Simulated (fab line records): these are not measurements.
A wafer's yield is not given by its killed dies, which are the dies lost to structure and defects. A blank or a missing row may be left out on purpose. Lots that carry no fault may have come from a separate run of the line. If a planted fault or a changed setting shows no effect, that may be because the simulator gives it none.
Problem report in the 8D (eight disciplines) form, filled by code | flow gf180mcu | the parts of the form that need people (team, actions taken, sign-off) are left out

== 1. WHAT WENT WRONG ==
Mean of strip-time-to-endpoint-s at GF_HV_LDD_STRIP_49: 13.32 s over 2 wafers from 1 lot, against 12.65 s (standard deviation 0.032) on wafers with no fault. Relative to the usual mean, that is a shift of +21 standard deviations.
The step: strips in O2/N2.
First seen on wafer L745.2, day 14 19:23, on plasma-asher-03. At this step, 38 wafers from 13 lots have a number in the record. The rule behind "out" and "out of limits": a value lying over 4 standard deviations away from the usual mean. All remaining wafers that have a number are taken as sound.

== 2. WHAT THIS IS AND IS NOT ==
question                    | is                       | is not
which readings at this step | strip-time-to-endpoint-s | drypump-motor-current-A, heater-power-w, o2-flow-sccm, oes-product-au
which lots                  | L745                     | L737, L738, L740, L750, L751, L753, L754, L756, L757, L758, L759, L760
which wafers of those lots  | all that have a number   | -
read on which tools         | plasma-asher-03          | plasma-asher-01, plasma-asher-04
when                        | from day 14 19:23        | up to then (9 sound wafers); but 27 sound wafers of L750, L751, L753, L754, L756, L757, L758, L759, L760 came after

== 3. THE SUSPECTS, EACH WITH WHAT RULES IT OUT ==
Counting: a tool at any process step up to the reading remains a suspect when it ran all the lots that are out and ran no sound lot after the first of those.
- litho-track-03 at GF_HV_LDD_COAT_41 (resist thk 1000 nm): ruled out as a lasting fault. The sound lots L758 went through it after L745, its earliest lot that is out (day 14 08:42).
- plasma-asher-03 at GF_HV_LDD_STRIP_49 (strips in O2/N2): ruled out as a lasting fault. The sound lots L754, L758 went through it after L745, its earliest lot that is out (day 14 19:23).
Left after counting: nothing in the record.

== 4. THE CAUSE (what the simulator had put in) ==
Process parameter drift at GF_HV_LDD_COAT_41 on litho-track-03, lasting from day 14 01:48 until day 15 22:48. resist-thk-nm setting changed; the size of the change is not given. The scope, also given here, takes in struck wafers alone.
The count ruled it out by mistake, since the rule takes a fault to strike every lot its tool runs from the start of the fault on, and this one did not do so.

== 5. SEQUENCE OF EFFECTS, ordered by route ==
One row per reading whose mean, taken over the struck wafers that have a number, lies over 3 standard deviations from the usual. Only readings for which the record gives a usual standard deviation are gone through. hours: the time from each lot's start at the first step in this table that gives one to its start at this step, as a median over the lots. sigmas: the change in usual standard deviations.
hours | step               | reading                  | usual   | on struck wafers | change | sigmas
0     | GF_HV_LDD_STRIP_49 | strip-time-to-endpoint-s | 12.65 s | 13.32            | +0.67  | +21
It contains these process steps:
- GF_HV_LDD_STRIP_49: strips in O2/N2.

== 6. HOW IT WOULD HAVE BEEN CAUGHT EARLIER ==
18 hours passed between the start of the fault at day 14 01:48 and the first reading out of limits in this record, taken at day 14 19:23.
Tool readings at GF_HV_LDD_COAT_41 with a usual standard deviation given in the record: none out on any struck wafer, hence no alarm at a limit of 4 standard deviations on them.
